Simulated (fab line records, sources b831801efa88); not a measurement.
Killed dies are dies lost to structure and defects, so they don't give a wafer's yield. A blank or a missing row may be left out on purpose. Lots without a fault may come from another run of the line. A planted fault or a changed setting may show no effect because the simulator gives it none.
fab line records | flow gf180mcu
record lots=5 wafers=15 last_day=32
route steps=602 shown V4@478 MIM@503
lots that met no fault: from a run of the same line without faults
start_h: hours from the record's first day to the start of the lot's first wafer shown | wait_h: hours since the lot's step before | " the same as in the row above | L1.1+2: a row that stands for several wafers | - no value, or no start given | * or withheld: withheld | < > ~ a bound
route shown NAME@n: a module of which the file shows steps, and the number in the route of the first | usual: mean/standard deviation of fault-free wafers | same: alike in all rows | chamber/n: place in a boat | sites: the reading at each site | _std_site: their standard deviation | _edge_site: outer sites' mean less inner sites' | radius_mm: how far each site lies from the wafer's centre | mask NAME#n: copy n | behind: the tool/chamber that last shaped the wafer | hold: why the lot was held/for how many hours/how that ended | device: the transistor (n, p or np) that didn't switch | end of line: the same wafers' tests at the end of the route | a step without rows: its recipe alone | killed: dies lost to structure and defects at the first sort, not the wafer's yield | map: a wafer's dies, x killed, . not, _ none there
set.NAME: the setting as run; set.NAME@STEP: as run at that earlier step | model.NAME: the simulator's own value behind a step, which no gauge read
lots at some steps of the route; a table a step, a row a wafer
services: from which hour (start_h, from the record's first day; less than 0 if before it) a tool's chamber was out of use, for how many hours, and why
## steps
# step GF_V4_CVD_02
# recipe material=SiO2 target_thk_nm=850 precursor=TEOS temp_c=400 time_s=94.851 rf_w=600
# usual heater_power_w=663/99
# columns lot.wafer tool chamber start_h wait_h heater_power_w
L074.1 pecvd-02 1 539.06 0.1 574
L074.2 " 2 " " 647
L074.5 " 0 " " 667
L078.1 pecvd-02 0 575.57 0.1 842
L078.2 " 1 " " 635
L078.4 " 0 " " 671
L081.1 pecvd-03 0 608.84 0.1 467
L081.3 " 2 " " 592
L081.5 " 0 " " 517
L087.1 pecvd-03 2 645.52 0.1 551
L087.2 " 1 " " 737
L087.4 " 1 " " 786
L088.3 pecvd-02 2 655.93 0.0 724
L088.4 " 0 " " 679
L088.5 " 1 " " 514
# step GF_V4_THK_MEAS_03
# recipe reads=SiO2_of_V4_CVD_02
# usual V4_CVD_02_THK=852/13
# columns lot.wafer tool chamber start_h wait_h V4_CVD_02_THK[nm]
L074.1 film_metro-03 - 539.13 0.0 857
L074.2 " - " " 855
L074.5 " - " " 856
L078.1 film_metro-03 - 575.64 0.0 841
L078.2 " - " " 851
L078.4 " - " " 852
L081.1 film_metro-03 - 608.91 0.0 828
L081.3 " - " " 834
L081.5 " - " " 847
L087.1 film_metro-02 - 645.58 0.0 847
L087.2 " - " " 851
L087.4 " - " " 855
L088.3 film_metro-03 - 656.02 0.1 852
L088.4 " - " " 844
L088.5 " - " " 870
# step GF_V4_CMP_04
# recipe material=SiO2 down_force_psi=4 platen_rpm=60 pad_velocity_m_s=0.94248
# usual motor_current_A=12.1/1.1 time_to_endpoint_s=83/6.7
# columns lot.wafer tool chamber start_h wait_h motor_current_A time_to_endpoint_s
L074.2 cmp-02 0 539.24 0.1 10.8 82
L074.1 " 2 " " 11.4 83
L074.5 " 3 " " 13.3 84
L078.4 cmp-02 3 575.70 0.0 13.1 83
L078.2 " 1 " " 12.7 83
L078.1 " 2 " " 12.1 78
L081.1 cmp-01 1 609.07 0.1 12.4 70
L081.3 " 2 " " 14.2 72
L081.5 " 0 " " 12.2 73
L087.4 cmp-02 0 645.64 0.0 11.0 87
L087.2 " 1 " " 12.8 89
L087.1 " 2 " " 12.2 84
L088.3 cmp-02 1 656.11 0.1 12.6 92
L088.4 " 3 " " 12.7 87
L088.5 " 1 " " 12.3 98
# step GF_V4_BOW_MEAS_05
# recipe mode=bow
# usual V4_BOW=139/9.9
# columns lot.wafer tool chamber start_h wait_h V4_BOW[um]
L074.1 film_metro-02 - 539.49 0.1 141
L074.2 " - " " 148
L074.5 " - " " 126
L078.1 film_metro-02 - 576.00 0.1 159
L078.2 " - " " 151
L078.4 " - " " 149
L081.1 film_metro-02 - 609.27 0.1 142
L081.3 " - " " 142
L081.5 " - " " 148
L087.1 film_metro-03 - 645.94 0.1 137
L087.2 " - " " 146
L087.4 " - " " 143
L088.3 film_metro-03 - 656.40 0.2 146
L088.4 " - " " 149
L088.5 " - " " 140
# step GF_V4_DEHYDRATE_06
# recipe temp_c=200 time_s=60
# usual exhaust_pa=45.1/0.78
# columns lot.wafer tool chamber start_h wait_h exhaust_pa
L074.1 litho_track-01 0 550.05 10.5 45.8
L074.2 " 0 " " 45.1
L074.5 " 0 " " 45.5
L078.1 litho_track-03 0 586.46 10.4 45.4
L078.2 " 0 " " 45.0
L078.4 " 0 " " 44.4
L081.1 litho_track-02 0 618.94 9.6 45.1
L081.3 " 0 " " 45.1
L081.5 " 0 " " 45.7
L087.1 litho_track-02 0 655.29 9.3 45.7
L087.2 " 0 " " 44.6
L087.4 " 0 " " 44.9
L088.3 litho_track-03 0 664.76 8.3 44.6
L088.4 " 0 " " 44.3
L088.5 " 0 " " 43.4
# step GF_V4_HMDS_07
# recipe prime_time_s=60 prime_temp_c=120
# usual exhaust_pa=45.1/0.77
# columns lot.wafer tool chamber start_h wait_h exhaust_pa
L074.1 litho_track-01 0 550.20 0.1 46.2
L074.2 " 0 " " 45.8
L074.5 " 0 " " 44.8
L078.1 litho_track-03 0 586.61 0.1 45.3
L078.2 " 0 " " 44.9
L078.4 " 0 " " 45.1
L081.1 litho_track-02 0 619.09 0.1 43.8
L081.3 " 0 " " 44.4
L081.5 " 0 " " 45.6
L087.1 litho_track-02 0 655.44 0.1 44.5
L087.2 " 0 " " 46.5
L087.4 " 0 " " 44.7
L088.3 litho_track-03 0 664.91 0.1 45.2
L088.4 " 0 " " 46.2
L088.5 " 0 " " 46.5
# step GF_V4_COAT_08
# recipe resist=BARC temp_c=withheld time_s=withheld spin_rpm=withheld resist_thk_nm=withheld
# usual exhaust_pa=45.2/0.85
# columns lot.wafer tool chamber start_h wait_h exhaust_pa
L074.1 litho_track-01 0 550.35 0.1 45.0
L074.2 " 0 " " 44.2
L074.5 " 0 " " 44.7
L078.1 litho_track-03 0 586.76 0.1 45.4
L078.2 " 0 " " 45.4
L078.4 " 0 " " 46.0
L081.1 litho_track-02 0 619.24 0.1 44.4
L081.3 " 0 " " 43.3
L081.5 " 0 " " 44.9
L087.1 litho_track-02 0 655.59 0.1 43.3
L087.2 " 0 " " 44.9
L087.4 " 0 " " 44.5
L088.3 litho_track-03 0 665.06 0.1 45.0
L088.4 " 0 " " 44.2
L088.5 " 0 " " 44.9
# step GF_V4_COAT_09
# recipe resist=KrF spin_rpm=withheld resist_thk_nm=1000
# usual exhaust_pa=45.0/0.91
# columns lot.wafer tool chamber start_h wait_h exhaust_pa
L074.1 litho_track-01 0 - - 43.1
L074.2 " 0 " " 43.9
L074.5 " 0 " " 44.3
L078.1 litho_track-03 0 - - 44.9
L078.2 " 0 " " 46.3
L078.4 " 0 " " 45.8
L081.1 litho_track-02 0 - - 46.1
L081.3 " 0 " " 45.2
L081.5 " 0 " " 46.3
L087.1 litho_track-02 0 - - 44.5
L087.2 " 0 " " 44.8
L087.4 " 0 " " 44.3
L088.3 litho_track-03 0 - - 45.4
L088.4 " 0 " " 46.7
L088.5 " 0 " " 44.6
# step GF_V4_SOFTBAKE_10
# recipe temp_c=130 time_s=60 resist=KrF
# usual exhaust_pa=45.1/0.87
# columns lot.wafer tool chamber start_h wait_h exhaust_pa
L074.1 litho_track-01 0 - - 45.7
L074.2 " 0 " " 44.2
L074.5 " 0 " " 46.4
L078.1 litho_track-03 0 - - 45.9
L078.2 " 0 " " 45.9
L078.4 " 0 " " 46.0
L081.1 litho_track-02 0 - - 44.2
L081.3 " 0 " " 45.7
L081.5 " 0 " " 44.4
L087.1 litho_track-02 0 - - 45.7
L087.2 " 0 " " 45.9
L087.4 " 0 " " 45.0
L088.3 litho_track-03 0 - - 45.3
L088.4 " 0 " " 44.7
L088.5 " 0 " " 45.5
# step GF_V4_EXPOSE_11
# recipe mask_id=Via4 target_cd_nm=260 na=0.68 source_shape=conventional sigma_outer=0.6 dose_mj=38.82
# usual reticle_temp_C=22.98/0.097
# same na=0.68
# columns lot.wafer tool chamber start_h wait_h mask reticle_temp_C
L074.1 krf_scanner-02 0 - - Via4#0 22.99
L074.2 " 0 " " Via4#0 23.11
L074.5 " 0 " " Via4#0 22.82
L078.1 krf_scanner-01 0 - - Via4#0 22.97
L078.2 " 0 " " Via4#0 23.00
L078.4 " 0 " " Via4#0 22.94
L081.1 krf_scanner-02 0 - - Via4#0 23.16
L081.3 " 0 " " Via4#0 23.02
L081.5 " 0 " " Via4#0 23.05
L087.1 krf_scanner-01 0 - - Via4#0 22.93
L087.2 " 0 " " Via4#0 22.84
L087.4 " 0 " " Via4#0 23.02
L088.3 krf_scanner-02 0 - - Via4#0 22.93
L088.4 " 0 " " Via4#0 22.95
L088.5 " 0 " " Via4#0 22.88
# step GF_V4_PEB_12
# recipe peb_temp_c=135 peb_time_s=90 resist=KrF
# usual exhaust_pa=44.8/0.86
# columns lot.wafer tool chamber start_h wait_h exhaust_pa
L074.1 litho_track-01 0 - - 43.8
L074.2 " 0 " " 43.3
L074.5 " 0 " " 42.0
L078.1 litho_track-02 0 - - 45.5
L078.2 " 0 " " 45.4
L078.4 " 0 " " 45.4
L081.1 litho_track-01 0 - - 44.7
L081.3 " 0 " " 44.6
L081.5 " 0 " " 45.3
L087.1 litho_track-03 0 - - 46.5
L087.2 " 0 " " 44.5
L087.4 " 0 " " 46.3
L088.3 litho_track-02 0 - - 44.5
L088.4 " 0 " " 43.7
L088.5 " 0 " " 45.1
# step GF_V4_DEVELOP_13
# recipe develop_time_s=60 resist=KrF dev_temp_c=21
# usual exhaust_pa=44.9/0.87
# columns lot.wafer tool chamber start_h wait_h exhaust_pa
L074.1 litho_track-01 0 561.95 0.2 44.8
L074.2 " 0 " " 44.8
L074.5 " 0 " " 45.2
L078.1 litho_track-02 0 597.09 0.2 45.5
L078.2 " 0 " " 45.6
L078.4 " 0 " " 44.7
L081.1 litho_track-01 0 629.60 0.2 44.7
L081.3 " 0 " " 46.1
L081.5 " 0 " " 44.9
L087.1 litho_track-03 0 664.56 0.2 44.2
L087.2 " 0 " " 43.1
L087.4 " 0 " " 43.7
L088.3 litho_track-02 0 674.84 0.1 45.0
L088.4 " 0 " " 44.1
L088.5 " 0 " " 44.0
# step GF_V4_CD_MEAS_14
# recipe target_cd_nm=260
# usual cd_nm=259.8/1.2
# columns lot.wafer tool chamber start_h wait_h cd_nm
L074.1 cd_sem-02 - 562.10 0.1 258.0
L074.2 " - " " 258.7
L074.5 " - " " 258.7
L078.1 cd_sem-02 - 597.24 0.1 259.6
L078.2 " - " " 259.5
L078.4 " - " " 259.4
L081.1 cd_sem-01 - 629.75 0.1 261.3
L081.3 " - " " 261.6
L081.5 " - " " 262.1
L087.1 cd_sem-02 - 664.71 0.1 260.5
L087.2 " - " " 261.6
L087.4 " - " " 261.3
L088.3 cd_sem-01 - 674.98 0.1 260.1
L088.4 " - " " 260.5
L088.5 " - " " 261.4
# step GF_V4_OVL_MEAS_15
# usual V4_OVL=-1/5.6
# columns lot.wafer tool chamber start_h wait_h V4_OVL[nm]
L074.1 overlay-02 - 562.22 0.1 5
L074.2 " - " " 3
L074.5 " - " " 6
L078.1 overlay-01 - 597.36 0.1 4
L078.2 " - " " -6
L078.4 " - " " 1
L081.1 overlay-02 - 629.87 0.1 2
L081.3 " - " " -1
L081.5 " - " " 1
L087.1 overlay-02 - 664.83 0.1 6
L087.2 " - " " 4
L087.4 " - " " 9
L088.3 overlay-01 - 675.07 0.1 0
L088.4 " - " " -3
L088.5 " - " " -5
# step GF_V4_ETCH_16
# recipe chemistry=N2/H2 target_depth_a=withheld overetch_a=withheld time_s=withheld target=BARC ion_energy_ev=200 source_w=500 bias_w=100 pressure_mtorr=30 n2_flow_sccm=100 h2_flow_sccm=200
# usual drypump_motor_current_A=5.7/0.43 oes_product_au=0.855/0.0042 throttle_valve_pct=13.225/0.0092
# columns lot.wafer tool chamber start_h wait_h drypump_motor_current_A oes_product_au throttle_valve_pct
L074.1 rie_diel-01 3 562.26 0.0 5.2 0.861 13.231
L074.2 " 1 " " 5.2 0.859 13.232
L074.5 " 3 " " 5.3 0.850 13.227
L078.1 rie_diel-02 0 597.40 0.0 6.5 0.861 13.236
L078.2 " 3 " " 5.9 0.855 13.235
L078.4 " 2 " " 6.4 0.862 13.230
L081.1 rie_diel-01 2 629.91 0.0 5.7 0.848 13.233
L081.3 " 0 " " 5.6 0.862 13.225
L081.5 " 2 " " 5.6 0.851 13.223
L087.1 rie_diel-03 1 664.87 0.0 5.8 0.856 13.230
L087.2 " 0 " " 6.0 0.858 13.234
L087.4 " 3 " " 5.3 0.856 13.219
L088.3 rie_diel-03 1 675.10 0.0 5.8 0.848 13.231
L088.4 " 2 " " 5.1 0.849 13.237
L088.5 " 1 " " 5.8 0.849 13.224
# step GF_V4_ETCH_17
# recipe chemistry=C4F8/O2/Ar mask_material=KrF target=SiO2 stop_on=TiN source_w=1500 bias_w=1200 pressure_mtorr=40 c4f8_flow_sccm=withheld O2_flow_sccm=6 Ar_flow_sccm=300 time_s=withheld target_depth_a=6300
# usual oes_product_au=0.856/0.005
# columns lot.wafer tool chamber start_h wait_h oes_product_au
L074.1 rie_diel-01 3 - - 0.851
L074.2 " 1 " " 0.853
L074.5 " 3 " " 0.854
L078.1 rie_diel-02 0 - - 0.861
L078.2 " 3 " " 0.859
L078.4 " 2 " " 0.850
L081.1 rie_diel-01 2 - - 0.853
L081.3 " 0 " " 0.847
L081.5 " 2 " " 0.858
L087.1 rie_diel-03 1 - - 0.851
L087.2 " 0 " " 0.851
L087.4 " 3 " " 0.859
L088.3 rie_diel-03 1 - - 0.857
L088.4 " 2 " " 0.859
L088.5 " 1 " " 0.848
# step GF_V4_STRIP_18
# recipe chemistry=O2/N2 power_w=1400 pressure_mtorr=1500 platen_temp_c=250 o2_flow_sccm=3000 n2_flow_sccm=300 overash_fraction=0.5
# usual drypump_motor_current_A=5.71/0.24 heater_power_w=317/18 oes_product_au=0.594/0.0047
# columns lot.wafer tool chamber start_h wait_h drypump_motor_current_A heater_power_w oes_product_au rf_hours_counter_h
L074.1 plasma_asher-01 0 562.39 - 5.58 282 0.597 46
L074.2 " 1 " " 5.95 328 0.588 46
L074.5 " 1 " " 5.94 329 0.597 -
L078.1 plasma_asher-03 0 597.52 - 5.77 318 0.589 93
L078.2 " 1 " " 5.34 318 0.604 93
L078.4 " 0 " " 5.76 331 0.593 -
L081.1 plasma_asher-01 0 630.03 - 5.58 280 0.592 54
L081.3 " 1 " " 5.93 325 0.586 -
L081.5 " 0 " " 5.59 285 0.591 -
L087.1 plasma_asher-03 0 664.99 - 5.78 331 0.588 99
L087.2 " 1 " " 5.34 318 0.601 99
L087.4 " 1 " " 5.33 316 0.591 -
L088.3 plasma_asher-03 1 675.26 - 5.35 317 0.594 -
L088.4 " 0 " " 5.81 322 0.590 -
L088.5 " 0 " " 5.77 331 0.596 -
# step GF_V4_STRIP_19
# recipe chemistry=post_etch_residue_remover time_s=1200 temp_c=72.5
# columns lot.wafer tool chamber start_h wait_h
L074.1+2+5 wet_bench-02 1 562.52 0.1
L078.1+2+4 wet_bench-01 1 597.62 0.1
L081.1+3+5 wet_bench-01 2 630.13 0.1
L087.1+2+4 wet_bench-02 3 665.09 0.1
L088.3+4+5 wet_bench-01 0 675.32 0.0
# step GF_V4_CLEAN_20
# recipe chemistry=DIW dry=n2_spin
# columns lot.wafer tool chamber start_h wait_h
L074.1+2+5 wet_bench-03 2 562.89 0.0
L078.1+2+4 wet_bench-03 2 597.97 0.0
L081.1+3+5 wet_bench-02 0 630.48 0.0
L087.1+2+4 wet_bench-01 2 665.47 0.0
L088.3+4+5 wet_bench-03 1 675.67 0.0
# step GF_V4_SPUTTER_21
# recipe material=Ti target_thk_nm=15 chamber_pressure_pa=5 power_w=2500 substrate_temp_c=200 time_s=80.02
# usual throttle_valve_pct=29.6/1.3
# columns lot.wafer tool chamber start_h wait_h throttle_valve_pct
L074.1 pvd_sputter-01 - 562.98 0.0 29.4
L074.2 " - " " 30.7
L074.5 " - " " 29.3
L078.1 pvd_sputter-03 - 598.06 0.0 30.6
L078.2 " - " " 31.0
L078.4 " - " " 30.4
L081.1 pvd_sputter-03 - 630.57 0.0 30.5
L081.3 " - " " 29.5
L081.5 " - " " 30.9
L087.1 pvd_sputter-02 - 665.56 0.0 29.9
L087.2 " - " " 27.8
L087.4 " - " " 27.8
L088.3 pvd_sputter-02 - 675.76 0.0 27.6
L088.4 " - " " 29.7
L088.5 " - " " 30.8
# step GF_V4_SPUTTER_22
# recipe material=TiN target_thk_nm=10 chamber_pressure_pa=5 power_w=4000 time_s=40
# usual throttle_valve_pct=29.6/1.2
# columns lot.wafer tool chamber start_h wait_h throttle_valve_pct
L074.1 pvd_sputter-01 - 563.04 0.0 29.4
L074.2 " - " " 30.7
L074.5 " - " " 29.5
L078.1 pvd_sputter-03 - 598.12 0.0 30.6
L078.2 " - " " 30.8
L078.4 " - " " 30.5
L081.1 pvd_sputter-03 - 630.63 0.0 30.8
L081.3 " - " " 29.6
L081.5 " - " " 30.7
L087.1 pvd_sputter-02 - 665.62 0.0 29.8
L087.2 " - " " 27.8
L087.4 " - " " 28.0
L088.3 pvd_sputter-02 - 675.82 0.0 27.7
L088.4 " - " " 29.5
L088.5 " - " " 30.9
# step GF_V4_CVD_23
# recipe material=W target_thk_nm=350 time_s=104.9 temp_c=400 pressure_torr=40
# usual chamber_pressure_Torr=40.00/0.078 heater_power_w=831/80
# columns lot.wafer tool chamber start_h wait_h chamber_pressure_Torr heater_power_w
L074.1 cvd_w-01 1 563.08 0.0 39.97 928
L074.2 " 0 " " 39.98 806
L074.5 " 0 " " 40.06 809
L078.1 cvd_w-01 1 598.16 0.0 40.12 937
L078.2 " 1 " " 40.05 946
L078.4 " 1 " " 40.19 953
L081.1 cvd_w-01 1 630.67 0.0 39.99 954
L081.3 " 1 " " 39.97 944
L081.5 " 1 " " 39.90 912
L087.1 cvd_w-01 1 665.66 0.0 40.05 938
L087.2 " 1 " " 40.01 902
L087.4 " 1 " " 40.00 936
L088.3 cvd_w-02 0 675.90 0.1 39.93 764
L088.4 " 1 " " 40.04 737
L088.5 " 1 " " 39.98 764
# step GF_V4_RS_MEAS_24
# recipe thk_meas_gauge=four-point-probe reads=W_of_V4_CVD_23+TiN_of_V4_SPUTTER_22+Ti_of_V4_SPUTTER_21
# usual V4_W_RS=0.326/0.0048
# columns lot.wafer tool chamber start_h wait_h V4_W_RS[ohm/sq]
L074.1 film_metro-03 - 563.19 0.1 0.326
L074.2 " - " " 0.314
L074.5 " - " " 0.319
L078.1 film_metro-03 - 598.41 0.2 0.326
L078.2 " - " " 0.330
L078.4 " - " " 0.325
L081.1 film_metro-02 - 630.89 0.2 0.329
L081.3 " - " " 0.327
L081.5 " - " " 0.331
L087.1 film_metro-03 - 665.88 0.2 0.323
L087.2 " - " " 0.324
L087.4 " - " " 0.327
L088.3 film_metro-03 - 676.01 0.1 0.328
L088.4 " - " " 0.321
L088.5 " - " " 0.324
# step GF_V4_THK_MEAS_25
# recipe thk_meas_gauge=xrf reads=W_of_V4_CVD_23
# usual V4_W_THK=346/7.7
# columns lot.wafer tool chamber start_h wait_h V4_W_THK[nm]
L074.1 film_metro-03 - 563.31 0.1 347
L074.2 " - " " 360
L074.5 " - " " 353
L078.1 film_metro-03 - 598.53 0.1 350
L078.2 " - " " 348
L078.4 " - " " 354
L081.1 film_metro-02 - 631.01 0.1 336
L081.3 " - " " 337
L081.5 " - " " 335
L087.1 film_metro-03 - 666.00 0.1 350
L087.2 " - " " 347
L087.4 " - " " 348
L088.3 film_metro-03 - 676.11 0.1 348
L088.4 " - " " 355
L088.5 " - " " 349
# step GF_V4_CMP_26
# recipe stop_on=SiO2 down_force_psi=3.5 platen_rpm=60 t_overpolish_s=15 target_thk_nm=0 pad_velocity_m_s=0.94248
# usual motor_current_A=11.3/1.2 overpolish_run_s=15.001/0.0095 time_to_endpoint_s=84.7/2.9
# columns lot.wafer tool chamber start_h wait_h motor_current_A overpolish_run_s time_to_endpoint_s
L074.1 cmp-02 0 563.37 0.1 9.7 15.007 84.3
L074.2 " 2 " " 11.0 15.001 88.8
L074.5 " 0 " " 9.6 14.991 89.2
L078.2 cmp-01 0 598.59 0.0 11.2 14.980 84.3
L078.1 " 1 " " 10.9 14.997 87.2
L078.4 " 2 " " 13.5 15.017 83.6
L081.3 cmp-01 1 631.07 0.0 10.8 14.998 85.1
L081.1 " 3 " " 9.4 14.983 84.4
L081.5 " 2 " " 13.7 14.998 84.4
L087.1 cmp-01 1 666.06 0.1 11.1 15.015 88.1
L087.2 " 3 " " 9.1 14.991 83.5
L087.4 " 0 " " 11.0 14.988 82.7
L088.4 cmp-02 1 676.20 0.1 11.3 15.005 87.9
L088.3 " 2 " " 11.4 14.989 86.1
L088.5 " 0 " " 10.6 15.003 87.8
# step GF_MIM_SPUTTER_00
# recipe material=Ti target_thk_nm=37.5 arriving_ion_energy_ev=80 substrate_temp_c=200 chamber_pressure_pa=2 power_w=3926 time_s=150
# usual throttle_valve_pct=29.6/1.3
# columns lot.wafer tool chamber start_h wait_h throttle_valve_pct
L074.1 pvd_sputter-01 - 563.67 0.2 29.1
L074.2 " - " " 29.1
L074.5 " - " " 30.9
L078.1 pvd_sputter-02 - 598.89 0.2 27.9
L078.2 " - " " 29.5
L078.4 " - " " 31.0
L081.1 pvd_sputter-01 - 631.37 0.1 28.8
L081.3 " - " " 29.3
L081.5 " - " " 29.2
L087.1 pvd_sputter-01 - 666.36 0.2 29.2
L087.2 " - " " 29.6
L087.4 " - " " 31.1
L088.3 pvd_sputter-04 - 676.45 0.1 30.8
L088.4 " - " " 28.9
L088.5 " - " " 29.2
# step GF_MIM_SPUTTER_01
# recipe material=TiN target_thk_nm=30 power_w=6500 time_s=25 chamber_pressure_pa=0.4
# usual throttle_valve_pct=29.6/1.3
# columns lot.wafer tool chamber start_h wait_h throttle_valve_pct
L074.1 pvd_sputter-01 - 563.77 0.1 29.0
L074.2 " - " " 29.3
L074.5 " - " " 30.9
L078.1 pvd_sputter-02 - 598.99 0.1 27.7
L078.2 " - " " 29.8
L078.4 " - " " 31.1
L081.1 pvd_sputter-01 - 631.47 0.1 29.0
L081.3 " - " " 29.2
L081.5 " - " " 29.4
L087.1 pvd_sputter-01 - 666.46 0.1 29.0
L087.2 " - " " 29.2
L087.4 " - " " 30.9
L088.3 pvd_sputter-04 - 676.55 0.1 31.0
L088.4 " - " " 28.8
L088.5 " - " " 29.1
# step GF_MIM_SPUTTER_02
# recipe material=AlCu target_thk_nm=450 power_w=10600 time_s=23.9 chamber_pressure_pa=0.4
# usual throttle_valve_pct=29.6/1.3
# columns lot.wafer tool chamber start_h wait_h throttle_valve_pct
L074.1 pvd_sputter-01 - 563.80 0.0 29.0
L074.2 " - " " 29.2
L074.5 " - " " 31.0
L078.1 pvd_sputter-02 - 599.02 0.0 27.8
L078.2 " - " " 29.7
L078.4 " - " " 30.8
L081.1 pvd_sputter-01 - 631.50 0.0 29.0
L081.3 " - " " 29.0
L081.5 " - " " 29.1
L087.1 pvd_sputter-01 - 666.49 0.0 29.1
L087.2 " - " " 29.0
L087.4 " - " " 30.8
L088.3 pvd_sputter-04 - 676.58 0.0 30.9
L088.4 " - " " 29.0
L088.5 " - " " 28.8
# step GF_MIM_SPUTTER_03
# recipe material=Ti target_thk_nm=10 substrate_temp_c=300 chamber_pressure_pa=0.3 power_w=3000 time_s=6.7
# usual throttle_valve_pct=29.6/1.3
# columns lot.wafer tool chamber start_h wait_h throttle_valve_pct
L074.1 pvd_sputter-01 - 563.83 0.0 29.1
L074.2 " - " " 29.3
L074.5 " - " " 30.9
L078.1 pvd_sputter-02 - 599.05 0.0 27.6
L078.2 " - " " 29.6
L078.4 " - " " 30.8
L081.1 pvd_sputter-01 - 631.53 0.0 29.2
L081.3 " - " " 29.3
L081.5 " - " " 29.1
L087.1 pvd_sputter-01 - 666.52 0.0 29.0
L087.2 " - " " 29.4
L087.4 " - " " 30.8
L088.3 pvd_sputter-04 - 676.61 0.0 31.0
L088.4 " - " " 29.2
L088.5 " - " " 29.2
# step GF_MIM_SPUTTER_04
# recipe material=TiN target_thk_nm=50 power_w=6500 time_s=41.7 chamber_pressure_pa=0.4
# usual throttle_valve_pct=29.6/1.3
# columns lot.wafer tool chamber start_h wait_h throttle_valve_pct
L074.1 pvd_sputter-01 - 563.85 0.0 29.1
L074.2 " - " " 29.3
L074.5 " - " " 30.8
L078.1 pvd_sputter-02 - 599.07 0.0 27.6
L078.2 " - " " 29.7
L078.4 " - " " 30.9
L081.1 pvd_sputter-01 - 631.55 0.0 28.9
L081.3 " - " " 29.2
L081.5 " - " " 29.3
L087.1 pvd_sputter-01 - 666.54 0.0 28.8
L087.2 " - " " 29.0
L087.4 " - " " 30.8
L088.3 pvd_sputter-04 - 676.63 0.0 31.0
L088.4 " - " " 29.2
L088.5 " - " " 29.2
# step GF_MIM_CVD_05
# recipe material=Si3N4 target_thk_nm=42 temp_max_c=400 temp_c=385 time_s=29.086 rf_w=450
# usual heater_power_w=615/98 temp_max_c=400.03/0.24
# columns lot.wafer tool chamber start_h wait_h heater_power_w temp_max_c
L074.1 pecvd-02 2 563.89 0.0 614 400.17
L074.2 " 0 " " 788 400.03
L074.5 " 1 " " 526 399.80
L078.1 pecvd-03 0 599.11 0.0 511 399.68
L078.2 " 1 " " 725 400.11
L078.4 " 1 " " 715 399.99
L081.1 pecvd-01 0 631.59 0.0 456 399.65
L081.3 " 2 " " 755 399.73
L081.5 " 0 " " 466 399.61
L087.1 pecvd-03 1 666.58 0.0 755 400.09
L087.2 " 0 " " 466 399.59
L087.4 " 0 " " 474 400.21
L088.3 pecvd-03 0 676.67 0.0 522 400.20
L088.4 " 1 " " 653 400.01
L088.5 " 2 " " 533 399.56
# step GF_MIM_THK_MEAS_06
# recipe reads=Si3N4_of_MIM_CVD_05
# usual MIM_CVD_05_THK=41.9/0.54
# columns lot.wafer tool chamber start_h wait_h MIM_CVD_05_THK[nm]
L074.1 film_metro-03 - 563.93 0.0 41.4
L074.2 " - " " 40.7
L074.5 " - " " 41.8
L078.1 film_metro-04 - 599.14 0.0 41.4
L078.2 " - " " 41.8
L078.4 " - " " 42.4
L081.1 film_metro-04 - 631.63 0.0 41.2
L081.3 " - " " 41.3
L081.5 " - " " 41.6
L087.1 film_metro-04 - 666.63 0.0 42.4
L087.2 " - " " 42.1
L087.4 " - " " 42.1
L088.3 film_metro-03 - 676.72 0.0 42.6
L088.4 " - " " 42.7
L088.5 " - " " 41.9
# step GF_MIM_SPUTTER_07
# recipe material=TiN target_thk_nm=60 power_w=6500 time_s=50 chamber_pressure_pa=0.4
# usual throttle_valve_pct=29.8/1.1
# columns lot.wafer tool chamber start_h wait_h throttle_valve_pct
L074.1 pvd_sputter-04 - 563.99 0.1 30.3
L074.2 " - " " 30.9
L074.5 " - " " 30.9
L078.1 pvd_sputter-04 - 599.20 0.1 31.2
L078.2 " - " " 30.9
L078.4 " - " " 28.9
L081.1 pvd_sputter-02 - 631.69 0.1 29.6
L081.3 " - " " 31.0
L081.5 " - " " 29.5
L087.1 pvd_sputter-04 - 666.69 0.1 30.4
L087.2 " - " " 30.9
L087.4 " - " " 30.7
L088.3 pvd_sputter-01 - 676.76 0.0 30.8
L088.4 " - " " 28.9
L088.5 " - " " 31.3
# step GF_MIM_SPUTTER_08
# recipe material=AlCu target_thk_nm=200 power_w=10600 time_s=10.6 chamber_pressure_pa=0.4
# usual throttle_valve_pct=29.8/1.1
# columns lot.wafer tool chamber start_h wait_h throttle_valve_pct
L074.1 pvd_sputter-04 - 564.03 0.0 30.3
L074.2 " - " " 30.9
L074.5 " - " " 30.8
L078.1 pvd_sputter-04 - 599.25 0.0 30.6
L078.2 " - " " 30.7
L078.4 " - " " 29.0
L081.1 pvd_sputter-02 - 631.73 0.0 29.8
L081.3 " - " " 31.2
L081.5 " - " " 29.5
L087.1 pvd_sputter-04 - 666.74 0.0 30.6
L087.2 " - " " 30.7
L087.4 " - " " 30.5
L088.3 pvd_sputter-01 - 676.81 0.0 31.0
L088.4 " - " " 28.8
L088.5 " - " " 31.4
# step GF_MIM_SPUTTER_09
# recipe material=TiN target_thk_nm=35 power_w=6500 time_s=29.2 chamber_pressure_pa=0.4
# usual throttle_valve_pct=29.8/1.1
# columns lot.wafer tool chamber start_h wait_h throttle_valve_pct
L074.1 pvd_sputter-04 - 564.05 0.0 30.4
L074.2 " - " " 30.7
L074.5 " - " " 30.8
L078.1 pvd_sputter-04 - 599.27 0.0 30.6
L078.2 " - " " 30.6
L078.4 " - " " 29.2
L081.1 pvd_sputter-02 - 631.75 0.0 29.8
L081.3 " - " " 30.9
L081.5 " - " " 29.9
L087.1 pvd_sputter-04 - 666.76 0.0 30.9
L087.2 " - " " 30.8
L087.4 " - " " 30.6
L088.3 pvd_sputter-01 - 676.83 0.0 31.0
L088.4 " - " " 28.8
L088.5 " - " " 31.2
## services
# columns tool chamber start_h hours kind
krf_scanner-02 - 520.11 1.3 pm
pecvd-02 - 520.97 1.1 repair
cmp-02 - 528.63 4.0 pm
rie_diel-03 - 544.01 0.3 repair
krf_scanner-02 - 552.43 0.5 repair
rie_diel-03 3 552.95 6.4 repair
pvd_sputter-02 - 553.64 2.9 repair
pvd_sputter-04 - 560.63 0.9 repair
rie_diel-03 2 562.14 2.9 repair
cmp-01 - 572.00 4.0 pm
wet_bench-01 - 573.05 1.9 pm
pecvd-03 1 573.77 2.8 repair
pvd_sputter-03 - 577.02 4.0 repair
cvd_w-01 0 580.57 103.0 repair
wet_bench-01 - 587.88 3.7 repair
pvd_sputter-01 - 590.01 0.7 repair
cmp-02 - 594.11 4.5 repair
cmp-01 - 601.21 0.7 repair
cmp-02 - 605.74 1.1 repair
pvd_sputter-01 - 643.36 3.2 repair
pecvd-03 2 665.64 4.0 repair
cmp-01 - 666.36 3.0 pm
rie_diel-03 2 668.23 3.0 repair
pecvd-02 1 670.56 6.2 repair
## key
fault none
